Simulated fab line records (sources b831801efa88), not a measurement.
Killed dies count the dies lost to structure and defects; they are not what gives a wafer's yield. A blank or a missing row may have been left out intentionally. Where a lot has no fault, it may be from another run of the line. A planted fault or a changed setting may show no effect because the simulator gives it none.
Which tool is to blame?	flow sky130	36 wafers from 12 lots sampled at 5 of the route's 708 steps

== WHAT THE GAUGES READ, wafer by wafer ==
SKY_FIELD_ISO_THK_MEAS_02.
lot	measured	on	FIELD_ISO_OXIDATION_00_THK (nm)
L940	day 1 12:05	film_metro-03	12.05 12.06 11.92
L941	day 1 18:24	film_metro-04	11.57 11.68 11.58
L943	day 2 03:17	film_metro-03	11.68 11.67 11.71
L944	day 2 09:44	film_metro-04	11.99 12.29 12.29
L946	day 2 18:25	film_metro-03	12.08 11.97 11.86
L948	day 3 04:16	film_metro-03	12.22 12.02 12.16
L951	day 3 20:25	film_metro-01	12.26 12.07 12.17
L952	day 4 00:42	film_metro-04	11.56 11.62 11.75
L955	day 4 14:38	film_metro-01	11.98 12.19 12.03
L958	day 5 05:49	film_metro-04	11.91 11.87 11.92
L961	day 5 20:38	film_metro-03	11.91 11.85 11.87
L963	day 6 06:39	film_metro-04	11.31 11.22 11.24

SKY_VT_ADJUST_LVTN_OVL_MEAS_18.
lot	measured	on	VT_ADJUST_LVTN_01_OVL (nm)
L940	day 7 17:55	overlay-01	0.0 0.6 0.1
L941	day 8 01:28	overlay-02	0.4 0.9 -0.2
L943	day 8 17:19	overlay-01	1.0 -0.1 1.8
L944	day 9 00:16	overlay-02	-0.4 1.5 1.6
L946	day 9 11:16	overlay-01	0.4 0.4 -0.7
L948	day 10 01:34	overlay-02	-1.9 -0.9 -0.8
L951	day 10 22:34	overlay-02	-1.8 0.3 -0.9
L952	day 11 06:38	overlay-02	0.8 0.3 1.5
L955	day 11 23:28	overlay-01	1.4 1.3 2.4
L958	day 12 22:16	overlay-01	-0.8 -1.2 -0.8
L961	day 13 16:37	overlay-02	-0.6 -1.0 -1.5
L963	day 14 07:04	overlay-02	0.0 1.6 3.1

== TOOL THAT RAN EACH LOT (tool first, then ch and the chambers of the sampled wafers, then the start) ==
lot	SKY_DNWELL_COAT_02	SKY_DNWELL_STRIP_08	SKY_PWDE_STRIP_09
L940	litho_track-01 ch 0, day 2 21:04	plasma_asher-04 ch 0,1, day 3 04:28	plasma_asher-02 ch 0,1, day 3 20:54
L941	litho_track-02 ch 0, day 3 02:46	plasma_asher-03 ch 0,1, day 3 11:06	plasma_asher-04 ch 0,1, day 4 02:35
L943	litho_track-02 ch 0, day 3 13:56	plasma_asher-03 ch 0,1, day 3 21:56	plasma_asher-04 ch 0,1, day 4 15:17
L944	litho_track-02 ch 0, day 3 20:01	plasma_asher-04 ch 0,1, day 4 04:40	plasma_asher-04 ch 0,1, day 4 22:10
L946	litho_track-01 ch 0, day 4 04:49	plasma_asher-04 ch 0,1, day 4 13:31	plasma_asher-01 ch 0,1, day 5 06:55
L948	litho_track-01 ch 0, day 4 14:39	plasma_asher-02 ch 1, day 5 00:25	plasma_asher-04 ch 1, day 5 18:38
L951	litho_track-01 ch 0, day 5 06:22	plasma_asher-03 ch 0,1, day 5 16:04	plasma_asher-04 ch 1, day 6 11:23
L952	litho_track-03 ch 0, day 5 12:26	plasma_asher-03 ch 0,1, day 5 23:04	plasma_asher-04 ch 0,1, day 6 18:08
L955	litho_track-01 ch 0, day 6 02:12	plasma_asher-02 ch 0,1, day 6 12:37	plasma_asher-04 ch 0,1, day 7 07:24
L958	litho_track-03 ch 0, day 6 20:16	plasma_asher-02 ch 0,1, day 7 06:13	plasma_asher-02 ch 0,1, day 8 02:27
L961	litho_track-03 ch 0, day 7 11:25	plasma_asher-03 ch 0,1, day 7 21:46	plasma_asher-01 ch 0,1, day 8 18:27
L963	litho_track-02 ch 0, day 7 20:55	plasma_asher-03 ch 0,1, day 8 07:50	plasma_asher-04 ch 0,1, day 9 05:20
- SKY_DNWELL_COAT_02: resist thk 3000 nm.
- SKY_DNWELL_STRIP_08: strips in O2/N2.
- SKY_PWDE_STRIP_09: strips in O2/N2.

== AS READ BY THE TOOLS THEMSELVES (means over the sampled wafers that have a number; for cases with no such wafer, the mark the record gives instead) ==
SKY_DNWELL_COAT_02.
lot	tool	spin_speed_rpm (rpm)
L940	litho_track-01	2000.6
L941	litho_track-02	1999.4
L943	litho_track-02	1999.3
L944	litho_track-02	2000.1
L946	litho_track-01	1998.8
L948	litho_track-01	2379.4
L951	litho_track-01	2379.3
L952	litho_track-03	1998.5
L955	litho_track-01	2381.0
L958	litho_track-03	2000.5
L961	litho_track-03	2001.4
L963	litho_track-02	2000.9

SKY_DNWELL_STRIP_08.
lot	tool	drypump_motor_current_A (A)	oes_product_au (a.u.)	strip_time_to_endpoint_s (s)
L940	plasma_asher-04	5.2	0.719	36.69
L941	plasma_asher-03	5.4	0.721	36.86
L943	plasma_asher-03	5.3	0.720	36.88
L944	plasma_asher-04	5.5	0.721	37.00
L946	plasma_asher-04	5.4	0.726	36.92
L948	plasma_asher-02	6.0	0.717	34.06
L951	plasma_asher-03	5.4	0.720	34.01
L952	plasma_asher-03	5.3	0.720	36.85
L955	plasma_asher-02	5.6	0.723	33.98
L958	plasma_asher-02	5.8	0.721	36.96
L961	plasma_asher-03	5.4	0.723	36.89
L963	plasma_asher-03	5.3	0.726	36.89

SKY_PWDE_STRIP_09.
lot	tool	drypump_motor_current_A (A)	oes_product_au (a.u.)	strip_time_to_endpoint_s (s)
L940	plasma_asher-02	5.8	0.727	36.90
L941	plasma_asher-04	5.2	0.722	36.94
L943	plasma_asher-04	5.5	0.723	36.89
L944	plasma_asher-04	5.2	0.719	36.98
L946	plasma_asher-01	6.1	0.719	36.95
L948	plasma_asher-04	5.7	0.721	36.99
L951	plasma_asher-04	5.7	0.726	36.90
L952	plasma_asher-04	5.2	0.723	36.94
L955	plasma_asher-04	5.2	0.719	36.88
L958	plasma_asher-02	5.8	0.720	36.97
L961	plasma_asher-01	6.1	0.725	36.92
L963	plasma_asher-04	5.3	0.725	36.80

== THE ANSWER, worked out from the rows above alone ==
Rule: the usual values come from the lots themselves. The widest of any qualifying gaps counts: lots, ordered by their means at a reading, are off when they make up no more than a third of the lots, leave a main group of 4 or more, and stand apart from it by 3 or more times the standard deviation of that group's means. Not used: any main group whose means are identical at the precision the tables above print for the reading. Also off: a lot with no number at a reading for which 4 or more lots have one. Any other lot the step has rows for is counted as sound. First the gauges in route order, then the tools' own readings, where a lot's mean is used as printed above. At the first step where some lot is off, the reading lying furthest off is the one used; lots without a number count as furthest.
Off: L948, L951, L955 (SKY_DNWELL_COAT_02, spin_speed_rpm). The main group: mean 1999.9 rpm, standard deviation 0.94.
If a tool, at that step or one of the process steps before it, ran each lot that is off and ran no sound lot following the first of them, it fits. One fits: SKY_DNWELL_COAT_02 on litho_track-01. Its last sound lot is L946 (day 4 04:49), its first lot that is off L948 (day 4 14:39): a fault that began between those two fits.
On the lots that are off, the tool's own readings at SKY_DNWELL_COAT_02 differ by more than 5 times the standard deviation of the sound lots' means, which bears it out; spin_speed_rpm reads 2379.9 rpm there versus 1999.9 rpm on the sound lots.

== WHAT THE SIMULATOR HAD INSERTED ==
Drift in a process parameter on litho_track-01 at SKY_DNWELL_COAT_02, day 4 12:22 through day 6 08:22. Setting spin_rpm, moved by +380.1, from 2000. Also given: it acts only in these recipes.
Shown lots that were struck: L948, L951, L955. Same finding as the rule above.
